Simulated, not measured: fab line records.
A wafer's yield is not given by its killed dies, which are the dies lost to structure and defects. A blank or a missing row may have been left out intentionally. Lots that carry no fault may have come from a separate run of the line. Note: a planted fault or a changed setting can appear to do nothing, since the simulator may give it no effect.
fab line records + flow sky130
[record]
- lots = 6
- wafers = 16
- last-day = 50
route steps=708 shown SD_P@327 RES_XHIGH@332 SD_N@342 SALICIDE@361
lots that met no fault: taken from a fault-free run of the same line
start-h: hours from the record's first day to the start of the lot's first wafer shown + wait-h: how many hours have passed since the lot's step before this one + " the same as in the row above + L1.1+2: one row covering several wafers at once + - no value, or no start given + * or withheld: withheld + < > ~ a bound
route shown NAME@n: a module of which the file shows steps, and the number in the route of the first + usual: mean/standard deviation taken from wafers without a fault + same: alike in all rows + chamber/n: place in a boat + sites: the reading at each site + _std_site: standard deviation of those values + _edge_site: the outer-site mean with the inner-site mean subtracted + radius-mm: for every site, how far away it sits from the centre of the wafer + mask NAME#n: copy n + behind: tool/chamber where the wafer was last shaped + hold: what put the lot on hold/how long, in hours/how the hold closed + device: whichever transistor did not switch (one of n, p or np) + end of line: the route-end tests of the same wafers + step lacking rows: just its recipe + killed: not the wafer's yield, but the dies lost to structure and defects at the first sort + map: a wafer's dies, x killed, . not, _ none there
set.NAME: the run value of the setting; set.NAME@STEP: its run value at that earlier step + model.NAME: the simulator's own value behind a step, which no gauge read
lots at selected steps of the route; one table per step, one row per wafer
services: a tool's chamber out of use, with start hour (start-h, from the record's first day; less than 0 if before it), hours out, and reason
[[steps]]
[step SKY_SD_P_CD_MEAS_07]
[recipe]
- target-cd-nm = 380
[usual]
- cd-nm = 380.1/2.5
| lot.wafer | tool      | chamber | start-h | wait-h | cd-nm |
|-----------|-----------|---------|---------|--------|-------|
| L117.1    | cd-sem-02 | -       | 591.21  | 0.1    | 381.7 |
| L117.2    | "         | -       | "       | "      | 382.5 |
| L117.3    | "         | -       | "       | "      | 380.4 |
| L120.1    | cd-sem-01 | -       | 620.51  | 0.1    | 379.7 |
| L120.5    | "         | -       | "       | "      | 379.8 |
| L120.6    | "         | -       | "       | "      | 382.9 |
| L132.1    | cd-sem-01 | -       | 720.09  | 0.1    | 378.3 |
| L132.3    | "         | -       | "       | "      | 378.6 |
| L134.1    | cd-sem-02 | -       | 740.29  | 0.1    | 377.0 |
| L134.2    | "         | -       | "       | "      | 377.5 |
| L137.3    | cd-sem-02 | -       | 751.03  | 0.1    | 382.0 |
| L137.4    | "         | -       | "       | "      | 380.8 |
| L137.5    | "         | -       | "       | "      | 381.7 |
| L139.2    | cd-sem-01 | -       | 767.88  | 0.1    | 379.7 |
| L139.3    | "         | -       | "       | "      | 379.0 |
| L139.6    | "         | -       | "       | "      | 378.9 |
[step SKY_SD_P_OVL_MEAS_08]
[usual]
- SD_P_OVL = -0.2/1
| lot.wafer | tool       | chamber | start-h | wait-h | SD_P_OVL[nm] |
|-----------|------------|---------|---------|--------|--------------|
| L117.1    | overlay-02 | -       | 591.33  | 0.1    | -0.8         |
| L117.2    | "          | -       | "       | "      | -1.5         |
| L117.3    | "          | -       | "       | "      | -3.0         |
| L120.1    | overlay-01 | -       | 620.63  | 0.1    | -1.0         |
| L120.5    | "          | -       | "       | "      | -0.9         |
| L120.6    | "          | -       | "       | "      | -2.1         |
| L132.1    | overlay-02 | -       | 720.21  | 0.1    | -1.3         |
| L132.3    | "          | -       | "       | "      | -0.7         |
| L134.1    | overlay-01 | -       | 740.41  | 0.1    | -0.9         |
| L134.2    | "          | -       | "       | "      | -0.8         |
| L137.3    | overlay-02 | -       | 751.12  | 0.1    | -0.6         |
| L137.4    | "          | -       | "       | "      | -0.1         |
| L137.5    | "          | -       | "       | "      | 1.5          |
| L139.2    | overlay-02 | -       | 767.98  | 0.1    | 1.0          |
| L139.3    | "          | -       | "       | "      | 1.7          |
| L139.6    | "          | -       | "       | "      | -1.1         |
[step SKY_SD_P_IMPLANT_09]
[recipe]
- species = BF2
- energy-kev = 20
- dose-cm2 = 3e+15
- tilt-deg = 0
[step SKY_SD_P_STRIP_10]
[recipe]
- chemistry = O2/N2
- power-w = 1400
- pressure-mtorr = 1500
- platen-temp-c = withheld
- o2-flow-sccm = 3000
- n2-flow-sccm = 300
- overash-fraction = 0.5
[usual]
- drypump-motor-current-A = 6.21/0.2
- oes-product-au = 0.618/0.0046
- strip-time-to-endpoint-s = 17.49/0.051
| lot.wafer | tool            | chamber | start-h | wait-h | drypump-motor-current-A | oes-product-au | rf-hours-counter-h | strip-time-to-endpoint-s |
|-----------|-----------------|---------|---------|--------|-------------------------|----------------|--------------------|--------------------------|
| L117.1    | plasma-asher-04 | 0       | 591.51  | 0.1    | 6.35                    | 0.622          | 46                 | 17.53                    |
| L117.2    | "               | 1       | "       | "      | 6.20                    | 0.623          | 46                 | 17.53                    |
| L117.3    | "               | 1       | "       | "      | 6.24                    | 0.614          | -                  | 17.52                    |
| L120.1    | plasma-asher-04 | 1       | 620.81  | 0.1    | 6.23                    | 0.617          | 49                 | 17.50                    |
| L120.5    | "               | 1       | "       | "      | 6.26                    | 0.609          | -                  | 17.47                    |
| L120.6    | "               | 0       | "       | "      | 6.34                    | 0.617          | -                  | 17.46                    |
| L132.1    | plasma-asher-04 | 0       | 720.40  | 0.1    | 6.35                    | 0.624          | 60                 | 17.45                    |
| L132.3    | "               | 0       | "       | "      | 6.34                    | 0.617          | -                  | 17.48                    |
| L134.1    | plasma-asher-03 | 1       | 740.60  | 0.1    | 6.15                    | 0.626          | 32                 | 17.59                    |
| L134.2    | "               | 0       | "       | "      | 5.96                    | 0.616          | 32                 | 17.59                    |
| L137.3    | plasma-asher-04 | 0       | 751.33  | 0.1    | 6.35                    | 0.614          | -                  | 17.37                    |
| L137.4    | "               | 1       | "       | "      | 6.25                    | 0.619          | -                  | 17.41                    |
| L137.5    | "               | 1       | "       | "      | 6.24                    | 0.610          | -                  | 17.40                    |
| L139.2    | plasma-asher-03 | 1       | 768.16  | 0.1    | 6.14                    | 0.626          | 34                 | 17.50                    |
| L139.3    | "               | 0       | "       | "      | 5.95                    | 0.610          | -                  | 17.48                    |
| L139.6    | "               | 1       | "       | "      | 6.17                    | 0.625          | -                  | 17.44                    |
[step SKY_SD_P_TW_MEAS_11]
[usual]
- SD_P_TW = 2829/18
| lot.wafer | tool          | chamber | start-h | wait-h | SD_P_TW |
|-----------|---------------|---------|---------|--------|---------|
| L117.1    | film-metro-02 | -       | 591.61  | 0.1    | 2804    |
| L117.2    | "             | -       | "       | "      | 2801    |
| L117.3    | "             | -       | "       | "      | 2814    |
| L120.1    | film-metro-03 | -       | 620.91  | 0.1    | 2827    |
| L120.5    | "             | -       | "       | "      | 2846    |
| L120.6    | "             | -       | "       | "      | 2849    |
| L132.1    | film-metro-03 | -       | 720.50  | 0.1    | 2827    |
| L132.3    | "             | -       | "       | "      | 2844    |
| L134.1    | film-metro-02 | -       | 740.70  | 0.1    | 2823    |
| L134.2    | "             | -       | "       | "      | 2813    |
| L137.3    | film-metro-02 | -       | 751.42  | 0.1    | 2804    |
| L137.4    | "             | -       | "       | "      | 2814    |
| L137.5    | "             | -       | "       | "      | 2809    |
| L139.2    | film-metro-04 | -       | 768.27  | 0.1    | 2856    |
| L139.3    | "             | -       | "       | "      | 2871    |
| L139.6    | "             | -       | "       | "      | 2836    |
[step SKY_RES_XHIGH_DEHYDRATE_00]
[recipe]
- temp-c = 200
- time-s = 60
[step SKY_RES_XHIGH_HMDS_01]
[recipe]
- prime-time-s = 60
- prime-temp-c = 120
[step SKY_RES_XHIGH_COAT_02]
[recipe]
- resist = NOVOLAK
- spin-rpm = 3000
- resist-thk-nm = 1140
[step SKY_RES_XHIGH_SOFTBAKE_03]
[recipe]
- temp-c = 90
- time-s = 60
- resist = NOVOLAK
[step SKY_RES_XHIGH_EXPOSE_04]
[recipe]
- mask-id = URPM
- na = 0.6
- source-shape = conventional
- sigma-outer = 0.6
- polarization = unpolarized
- target-cd-nm = 1270
- dose-mj = 140
[step SKY_RES_XHIGH_PEB_05]
[recipe]
- temp-c = withheld
- time-s = *
- resist = NOVOLAK
[step SKY_RES_XHIGH_DEVELOP_06]
[recipe]
- resist = NOVOLAK
- developer = TMAH
- develop-time-s = 60
- dev-temp-c = 23
[step SKY_RES_XHIGH_IMPLANT_07]
[recipe]
- species = BF2
- energy-kev = 20
- dose-cm2 = 3.6e+14
- tilt-deg = 0
[usual]
- beam-on-s = 37.7/2.6
| lot.wafer | tool         | chamber | start-h | wait-h | beam-on-s |
|-----------|--------------|---------|---------|--------|-----------|
| L117.1    | implanter-03 | 0       | 620.60  | 0.1    | 39.8      |
| L117.2    | "            | 0       | "       | "      | 37.7      |
| L117.3    | "            | 0       | "       | "      | 39.7      |
| L120.1    | implanter-02 | 0       | 649.96  | 0.1    | 35.4      |
| L120.5    | "            | 0       | "       | "      | 34.8      |
| L120.6    | "            | 0       | "       | "      | 34.5      |
| L132.1    | implanter-03 | 0       | 747.91  | 0.1    | 40.7      |
| L132.3    | "            | 0       | "       | "      | 34.1      |
| L134.1    | implanter-03 | 0       | 767.40  | 0.1    | 39.7      |
| L134.2    | "            | 0       | "       | "      | 33.0      |
| L137.3    | implanter-02 | 0       | 778.16  | 0.1    | 34.4      |
| L137.4    | "            | 0       | "       | "      | 35.9      |
| L137.5    | "            | 0       | "       | "      | 35.4      |
| L139.2    | implanter-02 | 0       | 794.97  | 0.1    | 33.6      |
| L139.3    | "            | 0       | "       | "      | 33.6      |
| L139.6    | "            | 0       | "       | "      | 34.8      |
[step SKY_RES_XHIGH_STRIP_08]
[recipe]
- chemistry = O2/N2
- power-w = 1400
- pressure-mtorr = 1500
- platen-temp-c = withheld
- o2-flow-sccm = 3000
- n2-flow-sccm = 300
- overash-fraction = 0.5
[usual]
- drypump-motor-current-A = 6.1/0.31
- oes-product-au = 0.711/0.0043
- strip-time-to-endpoint-s = 14.26/0.038
| lot.wafer | tool            | chamber | start-h | wait-h | drypump-motor-current-A | oes-product-au | rf-hours-counter-h | strip-time-to-endpoint-s |
|-----------|-----------------|---------|---------|--------|-------------------------|----------------|--------------------|--------------------------|
| L117.1    | plasma-asher-02 | 0       | 620.75  | 0.1    | 5.7                     | 0.709          | 90                 | 14.21                    |
| L117.2    | "               | 1       | "       | "      | 6.5                     | 0.707          | 90                 | 14.22                    |
| L117.3    | "               | 0       | "       | "      | 5.8                     | 0.706          | -                  | 14.22                    |
| L120.1    | plasma-asher-02 | 0       | 650.11  | 0.1    | 5.7                     | 0.707          | 93                 | 14.26                    |
| L120.5    | "               | 1       | "       | "      | 6.5                     | 0.713          | -                  | 14.27                    |
| L120.6    | "               | 0       | "       | "      | 5.8                     | 0.706          | -                  | 14.30                    |
| L132.1    | plasma-asher-02 | 0       | 748.06  | 0.1    | 5.8                     | 0.711          | 1                  | 14.20                    |
| L132.3    | "               | 1       | "       | "      | 6.5                     | 0.715          | -                  | 14.13                    |
| L134.1    | plasma-asher-03 | 1       | 767.55  | 0.1    | 6.2                     | 0.710          | 34                 | 14.30                    |
| L134.2    | "               | 0       | "       | "      | 6.0                     | 0.716          | 34                 | 14.12                    |
| L137.3    | plasma-asher-02 | 0       | 778.29  | 0.1    | 5.8                     | 0.707          | -                  | 14.30                    |
| L137.4    | "               | 1       | "       | "      | 6.5                     | 0.707          | -                  | 14.33                    |
| L137.5    | "               | 0       | "       | "      | 5.8                     | 0.717          | -                  | 14.29                    |
| L139.2    | plasma-asher-01 | 0       | 795.10  | 0.1    | 5.8                     | 0.719          | 99                 | 14.31                    |
| L139.3    | "               | 1       | "       | "      | 6.4                     | 0.709          | -                  | 14.32                    |
| L139.6    | "               | 0       | "       | "      | 5.8                     | 0.711          | -                  | 14.32                    |
[step SKY_RES_XHIGH_TW_MEAS_09]
[usual]
- RES_XHIGH_TW = 1647/12
| lot.wafer | tool          | chamber | start-h | wait-h | RES_XHIGH_TW |
|-----------|---------------|---------|---------|--------|--------------|
| L117.1    | film-metro-02 | -       | 620.85  | 0.1    | 1626         |
| L117.2    | "             | -       | "       | "      | 1628         |
| L117.3    | "             | -       | "       | "      | 1627         |
| L120.1    | film-metro-03 | -       | 650.21  | 0.1    | 1634         |
| L120.5    | "             | -       | "       | "      | 1634         |
| L120.6    | "             | -       | "       | "      | 1639         |
| L132.1    | film-metro-04 | -       | 748.16  | 0.1    | 1664         |
| L132.3    | "             | -       | "       | "      | 1566         |
| L134.1    | film-metro-03 | -       | 767.65  | 0.1    | 1644         |
| L134.2    | "             | -       | "       | "      | 1550         |
| L137.3    | film-metro-04 | -       | 778.38  | 0.1    | 1656         |
| L137.4    | "             | -       | "       | "      | 1649         |
| L137.5    | "             | -       | "       | "      | 1647         |
| L139.2    | film-metro-03 | -       | 795.21  | 0.1    | 1647         |
| L139.3    | "             | -       | "       | "      | 1647         |
| L139.6    | "             | -       | "       | "      | 1641         |
[step SKY_SD_N_DEHYDRATE_00]
[recipe]
- temp-c = 200
- time-s = 60
[step SKY_SD_N_HMDS_01]
[recipe]
- prime-time-s = 60
- prime-temp-c = 120
[step SKY_SD_N_COAT_02]
[recipe]
- resist = NOVOLAK
- spin-rpm = 3000
- resist-thk-nm = 1140
[step SKY_SD_N_SOFTBAKE_03]
[recipe]
- temp-c = 90
- time-s = 60
- resist = NOVOLAK
[step SKY_SD_N_EXPOSE_04]
[recipe]
- mask-id = NSDM
- na = 0.6
- source-shape = conventional
- sigma-outer = 0.6
- polarization = unpolarized
- target-cd-nm = 380
- dose-mj = 141
[step SKY_SD_N_PEB_05]
[recipe]
- temp-c = withheld
- time-s = *
- resist = NOVOLAK
[step SKY_SD_N_DEVELOP_06]
[recipe]
- resist = NOVOLAK
- developer = TMAH
- develop-time-s = 60
- dev-temp-c = 23
[step SKY_SD_N_CD_MEAS_07]
[recipe]
- target-cd-nm = 380
[usual]
- cd-nm = 379.8/2.4
| lot.wafer | tool      | chamber | start-h | wait-h | cd-nm |
|-----------|-----------|---------|---------|--------|-------|
| L117.1    | cd-sem-02 | -       | 649.66  | 0.1    | 374.8 |
| L117.2    | "         | -       | "       | "      | 375.0 |
| L117.3    | "         | -       | "       | "      | 377.4 |
| L120.1    | cd-sem-01 | -       | 678.66  | 0.1    | 380.3 |
| L120.5    | "         | -       | "       | "      | 379.5 |
| L120.6    | "         | -       | "       | "      | 382.1 |
| L132.1    | cd-sem-02 | -       | 774.46  | 0.1    | 381.3 |
| L132.3    | "         | -       | "       | "      | 383.3 |
| L134.1    | cd-sem-02 | -       | 793.79  | 0.1    | 381.3 |
| L134.2    | "         | -       | "       | "      | 380.5 |
| L137.3    | cd-sem-02 | -       | 804.94  | 0.1    | 379.0 |
| L137.4    | "         | -       | "       | "      | 379.3 |
| L137.5    | "         | -       | "       | "      | 380.4 |
| L139.2    | cd-sem-02 | -       | 821.17  | 0.1    | 384.8 |
| L139.3    | "         | -       | "       | "      | 383.3 |
| L139.6    | "         | -       | "       | "      | 381.9 |
[step SKY_SD_N_OVL_MEAS_08]
[usual]
- SD_N_OVL = 0.0/1.4
| lot.wafer | tool       | chamber | start-h | wait-h | SD_N_OVL[nm] |
|-----------|------------|---------|---------|--------|--------------|
| L117.1    | overlay-02 | -       | 649.78  | 0.1    | -2.3         |
| L117.2    | "          | -       | "       | "      | -2.4         |
| L117.3    | "          | -       | "       | "      | -2.7         |
| L120.1    | overlay-01 | -       | 678.78  | 0.1    | 0.8          |
| L120.5    | "          | -       | "       | "      | 2.5          |
| L120.6    | "          | -       | "       | "      | 3.1          |
| L132.1    | overlay-02 | -       | 774.58  | 0.1    | -1.6         |
| L132.3    | "          | -       | "       | "      | -1.7         |
| L134.1    | overlay-02 | -       | 793.91  | 0.1    | -0.1         |
| L134.2    | "          | -       | "       | "      | -0.1         |
| L137.3    | overlay-01 | -       | 805.03  | 0.1    | -0.9         |
| L137.4    | "          | -       | "       | "      | -0.7         |
| L137.5    | "          | -       | "       | "      | -0.7         |
| L139.2    | overlay-02 | -       | 821.27  | 0.1    | -1.0         |
| L139.3    | "          | -       | "       | "      | -1.9         |
| L139.6    | "          | -       | "       | "      | -1.1         |
[step SKY_SD_N_IMPLANT_09]
[recipe]
- species = As
- energy-kev = 50
- dose-cm2 = 4e+15
- tilt-deg = 0
[step SKY_SD_N_IMPLANT_10]
[recipe]
- species = P
- energy-kev = 20
- dose-cm2 = 1e+14
- tilt-deg = 0
[step SKY_SD_N_STRIP_11]
[recipe]
- chemistry = O2/N2
- power-w = 1400
- pressure-mtorr = 1500
- platen-temp-c = withheld
- o2-flow-sccm = 3000
- n2-flow-sccm = 300
- overash-fraction = 0.5
[usual]
- drypump-motor-current-A = 6.19/0.22
- oes-product-au = 0.527/0.0048
- strip-time-to-endpoint-s = 22.56/0.053
| lot.wafer | tool            | chamber | start-h | wait-h | drypump-motor-current-A | oes-product-au | rf-hours-counter-h | strip-time-to-endpoint-s |
|-----------|-----------------|---------|---------|--------|-------------------------|----------------|--------------------|--------------------------|
| L117.1    | plasma-asher-01 | 0       | 650.11  | 0.1    | 5.82                    | 0.530          | 85                 | 22.59                    |
| L117.2    | "               | 1       | "       | "      | 6.37                    | 0.532          | 85                 | 22.61                    |
| L117.3    | "               | 1       | "       | "      | 6.41                    | 0.525          | -                  | 22.60                    |
| L120.1    | plasma-asher-04 | 1       | 679.11  | 0.1    | 6.24                    | 0.524          | 56                 | 22.51                    |
| L120.5    | "               | 0       | "       | "      | 6.37                    | 0.533          | -                  | 22.54                    |
| L120.6    | "               | 1       | "       | "      | 6.24                    | 0.538          | -                  | 22.56                    |
| L132.1    | plasma-asher-04 | 1       | 774.92  | 0.1    | 6.23                    | 0.531          | 65                 | 22.53                    |
| L132.3    | "               | 1       | "       | "      | 6.23                    | 0.521          | -                  | 22.56                    |
| L134.1    | plasma-asher-04 | 1       | 794.25  | 0.1    | 6.27                    | 0.524          | 67                 | 22.64                    |
| L134.2    | "               | 0       | "       | "      | 6.36                    | 0.524          | 67                 | 22.63                    |
| L137.3    | plasma-asher-01 | 0       | 805.39  | 0.1    | 5.86                    | 0.522          | -                  | 22.57                    |
| L137.4    | "               | 1       | "       | "      | 6.39                    | 0.539          | -                  | 22.53                    |
| L137.5    | "               | 0       | "       | "      | 5.88                    | 0.525          | -                  | 22.55                    |
| L139.2    | plasma-asher-03 | 1       | 821.60  | 0.1    | 6.16                    | 0.525          | 38                 | 22.54                    |
| L139.3    | "               | 1       | "       | "      | 6.16                    | 0.529          | -                  | 22.62                    |
| L139.6    | "               | 0       | "       | "      | 5.94                    | 0.522          | -                  | 22.59                    |
[step SKY_SD_N_TW_MEAS_12]
[usual]
- SD_N_TW = 4003/33
| lot.wafer | tool          | chamber | start-h | wait-h | SD_N_TW |
|-----------|---------------|---------|---------|--------|---------|
| L117.1    | film-metro-04 | -       | 650.21  | 0.1    | 4033    |
| L117.2    | "             | -       | "       | "      | 4023    |
| L117.3    | "             | -       | "       | "      | 4037    |
| L120.1    | film-metro-02 | -       | 679.21  | 0.1    | 3950    |
| L120.5    | "             | -       | "       | "      | 3954    |
| L120.6    | "             | -       | "       | "      | 3963    |
| L132.1    | film-metro-03 | -       | 775.02  | 0.1    | 3995    |
| L132.3    | "             | -       | "       | "      | 3970    |
| L134.1    | film-metro-04 | -       | 794.35  | 0.1    | 4027    |
| L134.2    | "             | -       | "       | "      | 4055    |
| L137.3    | film-metro-03 | -       | 805.47  | 0.1    | 3981    |
| L137.4    | "             | -       | "       | "      | 3992    |
| L137.5    | "             | -       | "       | "      | 4000    |
| L139.2    | film-metro-03 | -       | 821.71  | 0.1    | 3962    |
| L139.3    | "             | -       | "       | "      | 3980    |
| L139.6    | "             | -       | "       | "      | 3966    |
[step SKY_SD_N_CLEAN_13]
[recipe]
- chemistry = SC1/SC2
- mix = 1:4:20
- temp-c = 70
- time-s = 150
- dry = n2-spin
[step SKY_SD_N_RTA_14]
[recipe]
- temp-c = 1075
- time-s = 2
- idle-temp-c = 650
- ramp-up-c-per-s = 150
- ramp-down-c-per-s = 90
- ambient = N2
[usual]
- chamber-o2-ppm = 1.998/0.022
- lamp-power-pct = 15.73/0.049
- ramp-up-c-per-s = 150.00/0.029
- wafer_temp_C_max = 1078.0/1.2
| lot.wafer | tool          | chamber | start-h | wait-h | chamber-o2-ppm | lamp-power-pct | ramp-up-c-per-s | wafer_temp_C_max |
|-----------|---------------|---------|---------|--------|----------------|----------------|-----------------|------------------|
| L117.1    | rtp-anneal-01 | 0       | 650.32  | 0.0    | 2.016          | 15.73          | 149.98          | 1077.2           |
| L117.2    | "             | 0       | "       | "      | 2.021          | 15.66          | 150.03          | 1079.4           |
| L117.3    | "             | 0       | "       | "      | 2.003          | 15.72          | 150.01          | 1077.6           |
| L120.1    | rtp-anneal-02 | 0       | 679.32  | 0.0    | 2.007          | 15.69          | 150.01          | 1077.0           |
| L120.5    | "             | 0       | "       | "      | 2.030          | 15.75          | 150.05          | 1079.6           |
| L120.6    | "             | 0       | "       | "      | 1.982          | 15.76          | 150.00          | 1078.2           |
| L132.1    | rtp-anneal-02 | 0       | 775.13  | 0.0    | 2.032          | 15.81          | 149.96          | 1077.2           |
| L132.3    | "             | 0       | "       | "      | 2.022          | 15.82          | 150.04          | 1077.4           |
| L134.1    | rtp-anneal-02 | 0       | 794.46  | 0.0    | 2.010          | 15.77          | 149.98          | 1076.8           |
| L134.2    | "             | 0       | "       | "      | 1.998          | 15.74          | 150.02          | 1078.3           |
| L137.3    | rtp-anneal-01 | 0       | 805.58  | 0.0    | 1.980          | 15.77          | 150.00          | 1077.5           |
| L137.4    | "             | 0       | "       | "      | 1.983          | 15.66          | 149.97          | 1078.7           |
| L137.5    | "             | 0       | "       | "      | 1.976          | 15.74          | 149.93          | 1081.4           |
| L139.2    | rtp-anneal-01 | 0       | 821.83  | 0.0    | 2.047          | 15.78          | 150.04          | 1080.7           |
| L139.3    | "             | 0       | "       | "      | 2.046          | 15.70          | 150.02          | 1077.4           |
| L139.6    | "             | 0       | "       | "      | 2.027          | 15.67          | 150.03          | 1078.3           |
[step SKY_SD_N_RS_MEAS_16]
[recipe]
- thk-meas-gauge = four-point-probe
[usual]
- SD_N_RS = 68.56/0.12
| lot.wafer | tool          | chamber | start-h | wait-h | SD_N_RS[ohm/sq] |
|-----------|---------------|---------|---------|--------|-----------------|
| L117.1    | film-metro-02 | -       | 650.50  | 0.1    | 68.45           |
| L117.2    | "             | -       | "       | "      | 68.42           |
| L117.3    | "             | -       | "       | "      | 68.53           |
| L120.1    | film-metro-02 | -       | 679.50  | 0.1    | 68.45           |
| L120.5    | "             | -       | "       | "      | 68.39           |
| L120.6    | "             | -       | "       | "      | 68.40           |
| L132.1    | film-metro-04 | -       | 775.30  | 0.1    | 68.56           |
| L132.3    | "             | -       | "       | "      | 68.51           |
| L134.1    | film-metro-04 | -       | 794.63  | 0.1    | 68.57           |
| L134.2    | "             | -       | "       | "      | 68.49           |
| L137.3    | film-metro-03 | -       | 805.78  | 0.1    | 68.61           |
| L137.4    | "             | -       | "       | "      | 68.63           |
| L137.5    | "             | -       | "       | "      | 68.58           |
| L139.2    | film-metro-03 | -       | 822.01  | 0.1    | 68.63           |
| L139.3    | "             | -       | "       | "      | 68.66           |
| L139.6    | "             | -       | "       | "      | 68.51           |
[step SKY_SD_N_RS_MEAS_17]
[recipe]
- thk-meas-gauge = four-point-probe
[usual]
- SD_P_RS = 147.2/0.35
| lot.wafer | tool          | chamber | start-h | wait-h | SD_P_RS[ohm/sq] |
|-----------|---------------|---------|---------|--------|-----------------|
| L117.1    | film-metro-02 | -       | 650.62  | 0.1    | 147.3           |
| L117.2    | "             | -       | "       | "      | 147.2           |
| L117.3    | "             | -       | "       | "      | 147.0           |
| L120.1    | film-metro-02 | -       | 679.62  | 0.1    | 146.8           |
| L120.5    | "             | -       | "       | "      | 146.8           |
| L120.6    | "             | -       | "       | "      | 146.8           |
| L132.1    | film-metro-04 | -       | 775.42  | 0.1    | 147.2           |
| L132.3    | "             | -       | "       | "      | 147.4           |
| L134.1    | film-metro-04 | -       | 794.75  | 0.1    | 147.3           |
| L134.2    | "             | -       | "       | "      | 147.3           |
| L137.3    | film-metro-03 | -       | 805.90  | 0.1    | 147.2           |
| L137.4    | "             | -       | "       | "      | 147.5           |
| L137.5    | "             | -       | "       | "      | 146.8           |
| L139.2    | film-metro-03 | -       | 822.13  | 0.1    | 147.3           |
| L139.3    | "             | -       | "       | "      | 147.0           |
| L139.6    | "             | -       | "       | "      | 146.9           |
[step SKY_SD_N_RS_MEAS_18]
[recipe]
- thk-meas-gauge = four-point-probe
[usual]
- RES_XHIGH_RS = 333.6/1.3
| lot.wafer | tool          | chamber | start-h | wait-h | RES_XHIGH_RS[ohm/sq] |
|-----------|---------------|---------|---------|--------|----------------------|
| L117.1    | film-metro-02 | -       | 650.74  | 0.1    | 332.2                |
| L117.2    | "             | -       | "       | "      | 331.5                |
| L117.3    | "             | -       | "       | "      | 333.0                |
| L120.1    | film-metro-02 | -       | 679.74  | 0.1    | 333.9                |
| L120.5    | "             | -       | "       | "      | 334.5                |
| L120.6    | "             | -       | "       | "      | 334.1                |
| L132.1    | film-metro-04 | -       | 775.54  | 0.1    | 334.6                |
| L132.3    | "             | -       | "       | "      | 384.4                |
| L134.1    | film-metro-04 | -       | 794.87  | 0.1    | 332.9                |
| L134.2    | "             | -       | "       | "      | 381.0                |
| L137.3    | film-metro-03 | -       | 806.02  | 0.1    | 334.2                |
| L137.4    | "             | -       | "       | "      | 334.1                |
| L137.5    | "             | -       | "       | "      | 334.9                |
| L139.2    | film-metro-03 | -       | 822.25  | 0.1    | 334.9                |
| L139.3    | "             | -       | "       | "      | 334.5                |
| L139.6    | "             | -       | "       | "      | 335.1                |
[step SKY_SALICIDE_CLEAN_00]
[recipe]
- chemistry = HF-last
- time-s = 30
- dilution = 100:1
- dry = ipa-marangoni
[[services]]
| tool            | chamber | start-h | hours | kind       |
|-----------------|---------|---------|-------|------------|
| plasma-asher-04 | -       | 588.81  | 0.4   | repair     |
| implanter-03    | -       | 647.29  | 3.7   | repair     |
| plasma-asher-02 | -       | 655.04  | 9.5   | repair     |
| implanter-03    | -       | 663.77  | 5.9   | pm         |
| implanter-02    | -       | 687.41  | 3.1   | pm         |
| plasma-asher-02 | -       | 733.75  | 9.0   | pm         |
| plasma-asher-02 | 0       | 733.75  | 9.0   | vent-cycle |
| plasma-asher-02 | 1       | 733.75  | 9.0   | vent-cycle |
| plasma-asher-02 | 0       | 742.75  | -     | clean      |
| plasma-asher-02 | 1       | 742.75  | -     | clean      |
| plasma-asher-03 | -       | 757.29  | 3.5   | repair     |
| plasma-asher-03 | -       | 794.37  | 15.5  | repair     |
| plasma-asher-03 | -       | 804.96  | 1.6   | repair     |
| plasma-asher-02 | -       | 821.65  | 11.7  | repair     |
[[key]]
[first-sign]
- step = SKY_RES_XHIGH_STRIP_08
- reading = strip-time-to-endpoint-s
- direction = down
- sigmas = 3.5
- usual = *
- struck = *
[effect]
- step = SKY_RES_XHIGH_TW_MEAS_09
- reading = RES_XHIGH_TW
- direction = down
- sigmas = 7.6
- usual = 1647
- struck = 1558
[effect]
- step = SKY_SD_N_RS_MEAS_18
- reading = RES_XHIGH_RS
- direction = up
- sigmas = 38
- usual = 333.6
- struck = 382.7
met-at SKY_RES_XHIGH_IMPLANT_07
struck-wafers L132.3,L134.2
sort-left-out L132.3,L134.2
tester-left-out L132,L134
onset-between 620.60 747.91
[fault]
- kind = process-parameter-drift
- tool = implanter-03
- chamber = -
- onset-h = 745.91
- steps = SKY_RES_XHIGH_IMPLANT_07
- channel = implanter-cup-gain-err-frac
- offset = 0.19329
- shape = step
- end-h = 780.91
- scope = struck-wafers-only
// tester-left-out: of these lots the tester's yield and bins aren't shown, on N5 and GAA mostly nor the transistor test; their killed dies are dies lost to structure and defects alone, not to doping, threshold or leakage, so they don't give the yield
// sort-left-out: the simulated sort isn't trusted on such a fault, so these wafers' sort isn't shown, and their yield isn't known
